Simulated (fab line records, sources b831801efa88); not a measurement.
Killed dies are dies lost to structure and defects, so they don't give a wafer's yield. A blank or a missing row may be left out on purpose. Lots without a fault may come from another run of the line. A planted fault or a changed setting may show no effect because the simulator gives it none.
A struck lot beside a sound one | flow gf180mcu | 20 steps out of a route of 602
Sound: wafers L502.2, L502.5, L502.6. Struck: wafers L518.3, L518.4, L518.5. The cause comes at the end.
At each step with rows: each side's tool, then ch and its chambers, then its first start. Under that, the readings that differ: sound wafers | struck wafers | difference of the means | sigmas: that difference in standard deviations of wafers without a fault.
alike: readings whose means differ by less than 2 such deviations, and words and numbers that are the same on both sides. not compared: withheld readings, readings that some wafer has no value for, bounds like >300 that may hide the same value, and numbers for which the record gives no deviation and whose values overlap.
The two part at a step that has a row with sigmas, a row that says differs or no value, or rows on one side only. Numbers that don't overlap but have no deviation are shown without sigmas and don't part them. A reading that every wafer of one side lacks parts them only if that side has two wafers or more.

first, 4 steps without rows for these wafers: GF_DNWELL_EXPOSE_04 (exposes mask DNWELL, target cd 1700 nm); GF_DNWELL_PEB_05; GF_DNWELL_DEVELOP_06 (develop time 60 s); GF_DNWELL_IMPLANT_07.
GF_DNWELL_STRIP_08: strips in O2/N2.
  sound on plasma_asher-03 ch 0,1, day 3 08:22; struck on plasma_asher-03 ch 0,1, day 6 18:23
  alike: chamber_pressure_mTorr, drypump_motor_current_A, heater_power_w, oes_product_au, strip_time_to_endpoint_s
  not compared: rf_hours_counter_h
GF_DNWELL_TW_MEAS_09:
  sound on film_metro-03, day 3 08:28; struck on film_metro-02, day 6 18:28
  alike: DNWELL_TW
then, 6 steps without rows for these wafers: GF_NWELL_DEHYDRATE_00 (time 60 s); GF_NWELL_HMDS_01 (prime time 60 s); GF_NWELL_COAT_02 (resist thk 3000 nm); GF_NWELL_SOFTBAKE_03; GF_NWELL_EXPOSE_04 (exposes mask Nwell, target cd 860 nm); GF_NWELL_PEB_05.
GF_NWELL_DEVELOP_06: develop time 60 s.
  sound on litho_track-04 ch 0, day 3 21:00; struck on litho_track-01 ch 0, day 7 09:00
GF_NWELL_OVL_MEAS_07:
  sound on overlay-02, day 3 21:43; struck on overlay-01, day 7 09:38
  reading        | sound          | struck | difference                    | sigmas
  NWELL_OVL (nm) | -1.7 -3.0 -0.7 | - - -  | no value on the struck wafers |
then, 2 steps without rows for these wafers: GF_NWELL_IMPLANT_08; GF_NWELL_IMPLANT_09.
GF_NWELL_STRIP_10: strips in O2/N2.
  sound on plasma_asher-02 ch 0,1, day 3 22:03; struck on plasma_asher-01 ch 0,1, day 7 10:00
  alike: chamber_pressure_mTorr, drypump_motor_current_A, heater_power_w, oes_product_au, strip_time_to_endpoint_s
  not compared: rf_hours_counter_h
GF_NWELL_TW_MEAS_11:
  sound on film_metro-01, day 3 22:10; struck on film_metro-03, day 7 10:05
  reading  | sound          | struck         | difference | sigmas
  NWELL_TW | 1571 1573 1576 | 1492 1492 1498 | -79        | -5
then, 1 step without rows for these wafers: GF_LVPWELL_DEHYDRATE_00 (time 60 s).
GF_PASSIVATION_PROBE_99:
  the record has rows for the sound wafers here (prober-02, day 29 14:09) and none for the struck ones

WHERE THEY PART
First at GF_NWELL_OVL_MEAS_07; last, within this record, at GF_PASSIVATION_PROBE_99.

WHY: what the simulator had put in
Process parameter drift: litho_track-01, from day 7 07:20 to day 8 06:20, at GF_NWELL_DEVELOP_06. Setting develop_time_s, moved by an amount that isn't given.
